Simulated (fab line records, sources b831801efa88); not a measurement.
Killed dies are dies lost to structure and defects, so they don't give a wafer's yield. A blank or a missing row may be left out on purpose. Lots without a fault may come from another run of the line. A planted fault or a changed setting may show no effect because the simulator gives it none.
Which tool did it? | flow gf180mcu | 12 lots, 36 wafers sampled, at 1 step of a route of 602

WHAT THE GAUGES READ, wafer by wafer
GF_POLY_GATE_CD_MEAS_10: target cd 280 nm.
lot  | measured     | on        | cd_nm (nm)
L075 | day 9 14:42  | cd_sem-02 | 281.8 281.1 280.1
L076 | day 9 21:24  | cd_sem-01 | 281.9 280.8 281.6
L079 | day 10 12:39 | cd_sem-02 | 279.3 278.8 278.5
L081 | day 11 03:09 | cd_sem-02 | 280.8 280.1 280.7
L083 | day 11 21:57 | cd_sem-01 | 279.2 278.6 278.6
L085 | day 12 03:49 | cd_sem-01 | 282.1 280.5 281.1
L087 | day 12 22:50 | cd_sem-01 | 279.4 281.0 280.8
L089 | day 13 10:15 | cd_sem-01 | 279.5 279.6 279.9
L091 | day 14 05:20 | cd_sem-02 | 281.4 279.9 280.2
L093 | day 14 18:33 | cd_sem-01 | 277.5 279.3 278.1
L096 | day 15 22:20 | cd_sem-02 | 277.8 278.1 276.6
L097 | day 16 07:48 | cd_sem-01 | 279.8 279.5 280.3

WHICH TOOL RAN EACH LOT (tool, then ch and the chambers of the sampled wafers, then the start)
The record holds no process step before these readings.

THE ANSWER, worked out from the rows above alone
Rule: what is usual is taken from the lots themselves. Put in order of their means at a reading, lots are off if they are a third of the lots or fewer, leave a main group of 4 or more, and stand apart from it by a gap of 3 or more times the standard deviation of the main group's means; of several such gaps the widest counts. A main group whose means are all the same, to the digits that the tables above print for the reading, isn't used. A lot without any number at a reading at which 4 lots or more have one is off too. The other lots that the step has rows for count as sound.
No lot is off at any reading shown: from this, nothing can be told.

WHAT THE SIMULATOR HAD PUT IN
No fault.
